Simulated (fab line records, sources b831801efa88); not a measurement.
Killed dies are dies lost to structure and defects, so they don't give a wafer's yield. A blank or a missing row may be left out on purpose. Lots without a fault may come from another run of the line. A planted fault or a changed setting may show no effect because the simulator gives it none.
Chamber matching | flow sky130 | SKY_VIA2_ETCH_14 on rie_diel-04: 4 sister chambers
The step etches BARC in N2/H2, stops on SiO2, time 45.9 s, target depth 60 nm. 4 wafers are shown with their chamber, then 9 later ones without.

WAFERS WITH THEIR CHAMBER
wafer  | chamber | throttle_valve_pct (%)
L087.1 | 0       | 13.222
L089.1 | 2       | 13.232
L089.2 | 3       | 13.226
L089.3 | 1       | 13.213

WAFERS WITHOUT THEIR CHAMBER
wafer  | throttle_valve_pct (%)
L089.4 | 13.225
L089.5 | 13.222
L089.6 | 13.235
L096.1 | 13.237
L096.2 | 13.236
L096.3 | 13.236
L096.4 | 13.229
L096.5 | 13.220
L096.6 | 13.221

WHICH CHAMBER EACH WENT THROUGH
wafer  | from the rows above          | in truth
L089.4 | can't be placed: 3 or 0 or 2 | 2
L089.5 | can't be placed: 0 or 3      | 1
L089.6 | can't be placed: 2 or 3      | 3
L096.1 | can't be placed: 2 or 3      | 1
L096.2 | can't be placed: 2 or 3      | 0
L096.3 | can't be placed: 2 or 3      | 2
L096.4 | can't be placed: 3 or 2 or 0 | 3
L096.5 | can't be placed: 0 or 3 or 1 | 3
L096.6 | can't be placed: 0 or 3      | 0
Placed correctly: 0 of 9. Can't be placed from these rows: 9 (the true chamber is among the candidates in 6). Placed wrongly: 0.
How it was worked out, from the rows above alone: a wafer's distance from a chamber is the root of the sum, over the readings, of the square of ((its reading less the chamber's mean) divided by the reading's scatter). The wafer belongs to the nearest chamber; if the next one is less than 2 further off, it can't be placed. A chamber's mean is the mean of its shown wafers. The scatter: with one shown wafer a chamber, the root of the mean of the squares of how far each hidden wafer lies from its nearest shown one.
